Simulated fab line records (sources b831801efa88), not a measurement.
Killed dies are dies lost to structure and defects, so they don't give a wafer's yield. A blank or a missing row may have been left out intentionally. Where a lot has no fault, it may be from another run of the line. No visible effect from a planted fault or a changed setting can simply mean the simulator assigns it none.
Problem report in the 8D (eight disciplines) form, filled by code    flow sky130    the parts of the form that need people (team, actions taken, sign-off) are left out

1. WHAT WENT WRONG
At SKY_PAD_OPEN_PROBE_99, killed at front end averages 60 over 6 wafers from 2 lots, while fault-free wafers read 15, standard deviation 4.2. That is +11 standard deviations from the usual mean.
Seen first at day 49 22:05 on prober-01, wafer L422.1. The record holds 6 wafers of 2 lots with a number at this step. Rule for "out" (also "out of limits"): further than 4 standard deviations from the usual mean. The other wafers with a number count as sound.

2. WHAT IT IS; WHAT IT IS NOT
question                     is                      is not
which readings at this step  killed at front end     killed_at_M0_to_M3, killed_at_M4_up, killed at other, killed short
which lots                   L422, L423              -
which wafers of those lots   all that have a number  -
read on which tools          prober-01, prober-02    -
when                         from day 49 22:05       up to then (0 sound wafers)

3. WHAT RULES OUT EACH SUSPECT
Counting: a tool at any process step up to the reading remains a suspect when it ran all the lots that are out and ran no sound lot after the first of those.
- wet bench-04 at SKY_SONOS_TUNNEL_CLEAN_13 (cleans in dHF, time 20 s): kept. It ran every lot that is out, first L422 (day 16 19:29), and no sound lot after that.
After counting, what remains is wet bench-04 at SKY_SONOS_TUNNEL_CLEAN_13.

4. THE CAUSE (what the simulator had put in)
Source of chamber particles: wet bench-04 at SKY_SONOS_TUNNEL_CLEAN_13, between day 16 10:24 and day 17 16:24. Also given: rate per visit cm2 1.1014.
Counting left only this tool.

5. THE EFFECT CHAIN, in route order
Each row: a reading whose mean over the struck wafers that have a number lies more than 3 standard deviations from the usual. Only readings whose record carries a usual standard deviation are examined. hours: median over the lots of the time between each lot's start at the first step of this table that gives one and its start at this step. sigmas: the change, counted in usual standard deviations.
hours  step                   reading              usual  on struck wafers  change  sigmas
0      SKY_PAD_OPEN_PROBE_99  killed at front end  15     60                +45     +11
0      SKY_PAD_OPEN_PROBE_99  killed dies          85     118               +34     +3.4
It contains these process steps:
- SKY_PAD_OPEN_PROBE_99

6. WHAT WOULD HAVE CAUGHT IT SOONER
First out-of-limits reading in this record: day 49 22:05, which is 804 hours after fault onset at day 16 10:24.
Each of the lots that are out, 2 in all, had begun SKY_SONOS_TUNNEL_CLEAN_13 on wet bench-04 no later than day 49 22:05. Tool hold at that time: it would have spared none of them.
